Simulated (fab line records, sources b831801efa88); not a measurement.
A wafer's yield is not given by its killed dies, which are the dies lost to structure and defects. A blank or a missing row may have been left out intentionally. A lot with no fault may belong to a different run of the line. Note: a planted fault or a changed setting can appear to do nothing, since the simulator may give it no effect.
The tool behind it: which one? / flow sky130 / 39 wafers from 13 lots sampled at 3 of the route's 708 steps

## WHAT EACH GAUGE READ, for each wafer
SKY_METAL2_RS_MEAS_05: measures by four-point-probe.
lot=L411; measured=day 34 00:59; on=filmMetro-02; METAL2_ALCU_RS (ohm/sq)=0.1272 0.1261 0.1253
lot=L416; measured=day 36 00:43; on=filmMetro-02; METAL2_ALCU_RS (ohm/sq)=0.1284 0.1268 0.1267
lot=L418; measured=day 36 07:04; on=filmMetro-04; METAL2_ALCU_RS (ohm/sq)=0.1266 0.1276 0.1271
lot=L417; measured=day 36 08:23; on=filmMetro-04; METAL2_ALCU_RS (ohm/sq)=0.1290 0.1283 0.1289
lot=L419; measured=day 36 20:52; on=filmMetro-02; METAL2_ALCU_RS (ohm/sq)=0.1268 0.1283 0.1261
lot=L422; measured=day 38 21:22; on=filmMetro-03; METAL2_ALCU_RS (ohm/sq)=0.1257 0.1260 0.1263
lot=L423; measured=day 38 21:45; on=filmMetro-04; METAL2_ALCU_RS (ohm/sq)=0.1319 0.1305 0.1313
lot=L426; measured=day 39 08:13; on=filmMetro-02; METAL2_ALCU_RS (ohm/sq)=0.1305 0.1309 0.1312
lot=L428; measured=day 39 09:11; on=filmMetro-03; METAL2_ALCU_RS (ohm/sq)=0.1277 0.1254 0.1254
lot=L430; measured=day 40 00:17; on=filmMetro-04; METAL2_ALCU_RS (ohm/sq)=0.1268 0.1265 0.1266
lot=L432; measured=day 40 12:22; on=filmMetro-03; METAL2_ALCU_RS (ohm/sq)=0.1267 0.1249 0.1255
lot=L431; measured=day 40 14:28; on=filmMetro-03; METAL2_ALCU_RS (ohm/sq)=0.1275 0.1258 0.1265
lot=L433; measured=day 40 23:43; on=filmMetro-04; METAL2_ALCU_RS (ohm/sq)=0.1297 0.1273 0.1298

SKY_METAL2_THK_MEAS_06: measures by xrf.
lot=L411; measured=day 34 01:05; on=filmMetro-02; METAL2_ALCU_THK (nm)=247.1 251.9 253.2
lot=L416; measured=day 36 00:49; on=filmMetro-02; METAL2_ALCU_THK (nm)=247.0 251.2 248.6
lot=L418; measured=day 36 07:10; on=filmMetro-04; METAL2_ALCU_THK (nm)=253.9 251.7 252.2
lot=L417; measured=day 36 08:30; on=filmMetro-04; METAL2_ALCU_THK (nm)=247.4 249.4 248.2
lot=L419; measured=day 36 20:58; on=filmMetro-02; METAL2_ALCU_THK (nm)=250.4 246.3 253.2
lot=L422; measured=day 38 21:28; on=filmMetro-03; METAL2_ALCU_THK (nm)=253.4 254.0 253.7
lot=L423; measured=day 38 21:52; on=filmMetro-04; METAL2_ALCU_THK (nm)=242.6 245.9 245.5
lot=L426; measured=day 39 08:20; on=filmMetro-02; METAL2_ALCU_THK (nm)=245.4 243.3 241.2
lot=L428; measured=day 39 09:17; on=filmMetro-03; METAL2_ALCU_THK (nm)=250.3 254.8 255.4
lot=L430; measured=day 40 00:25; on=filmMetro-04; METAL2_ALCU_THK (nm)=253.1 253.8 252.7
lot=L432; measured=day 40 12:29; on=filmMetro-03; METAL2_ALCU_THK (nm)=251.2 254.1 255.1
lot=L431; measured=day 40 14:35; on=filmMetro-03; METAL2_ALCU_THK (nm)=249.4 251.5 251.0
lot=L433; measured=day 40 23:49; on=filmMetro-04; METAL2_ALCU_THK (nm)=248.3 253.3 247.6

## WHAT TOOL EACH LOT RAN ON (gives the tool, then ch and the chambers of the sampled wafers, and finally the start)
lot=L411; SKY_METAL2_SPUTTER_02=pvdSputter-04, day 34 00:51
lot=L416; SKY_METAL2_SPUTTER_02=pvdSputter-04, day 36 00:36
lot=L418; SKY_METAL2_SPUTTER_02=pvdSputter-03, day 36 06:56
lot=L417; SKY_METAL2_SPUTTER_02=pvdSputter-01, day 36 08:17
lot=L419; SKY_METAL2_SPUTTER_02=pvdSputter-04, day 36 20:43
lot=L422; SKY_METAL2_SPUTTER_02=pvdSputter-03, day 38 21:14
lot=L423; SKY_METAL2_SPUTTER_02=pvdSputter-04, day 38 21:40
lot=L426; SKY_METAL2_SPUTTER_02=pvdSputter-04, day 39 08:07
lot=L428; SKY_METAL2_SPUTTER_02=pvdSputter-03, day 39 09:04
lot=L430; SKY_METAL2_SPUTTER_02=pvdSputter-03, day 40 00:12
lot=L432; SKY_METAL2_SPUTTER_02=pvdSputter-03, day 40 12:16
lot=L431; SKY_METAL2_SPUTTER_02=pvdSputter-01, day 40 14:22
lot=L433; SKY_METAL2_SPUTTER_02=pvdSputter-01, day 40 23:36
- SKY_METAL2_SPUTTER_02: material AlCu, target thk 250 nm, time 13.3 s.

## AS READ BY THE TOOLS THEMSELVES (means over the sampled wafers that have a number; for cases with no such wafer, the mark the record gives instead)
SKY_METAL2_SPUTTER_02.
lot=L411; tool=pvdSputter-04; throttleValvePct (%)=30.5
lot=L416; tool=pvdSputter-04; throttleValvePct (%)=30.1
lot=L418; tool=pvdSputter-03; throttleValvePct (%)=29.4
lot=L417; tool=pvdSputter-01; throttleValvePct (%)=30.1
lot=L419; tool=pvdSputter-04; throttleValvePct (%)=29.9
lot=L422; tool=pvdSputter-03; throttleValvePct (%)=28.7
lot=L423; tool=pvdSputter-04; throttleValvePct (%)=30.5
lot=L426; tool=pvdSputter-04; throttleValvePct (%)=30.9
lot=L428; tool=pvdSputter-03; throttleValvePct (%)=30.3
lot=L430; tool=pvdSputter-03; throttleValvePct (%)=29.4
lot=L432; tool=pvdSputter-03; throttleValvePct (%)=29.3
lot=L431; tool=pvdSputter-01; throttleValvePct (%)=29.7
lot=L433; tool=pvdSputter-01; throttleValvePct (%)=29.3

## THE ANSWER, worked out from the rows above alone
Rule: what is usual is taken from the lots themselves. Put in order of their means at a reading, lots are off if they are a third of the lots or fewer, leave a main group of 4 or more, and stand apart from it by a gap of 3 or more times the standard deviation of the main group's means; of several such gaps the widest counts. If all means in a main group match to the digits the tables above print for the reading, that group is not used. Also off: a lot with no number at a reading for which 4 or more lots have one. All remaining lots with rows at the step are treated as sound. First the gauges in route order, then the tools' own readings, where a lot's mean is used as printed above. The first step at which some lot is off is used, and at that step the reading that is off furthest; a lot without a number counts as furthest.
No lot is off on any of the readings shown, so nothing can be concluded from this.

## WHAT THE SIMULATOR HAD PUT IN
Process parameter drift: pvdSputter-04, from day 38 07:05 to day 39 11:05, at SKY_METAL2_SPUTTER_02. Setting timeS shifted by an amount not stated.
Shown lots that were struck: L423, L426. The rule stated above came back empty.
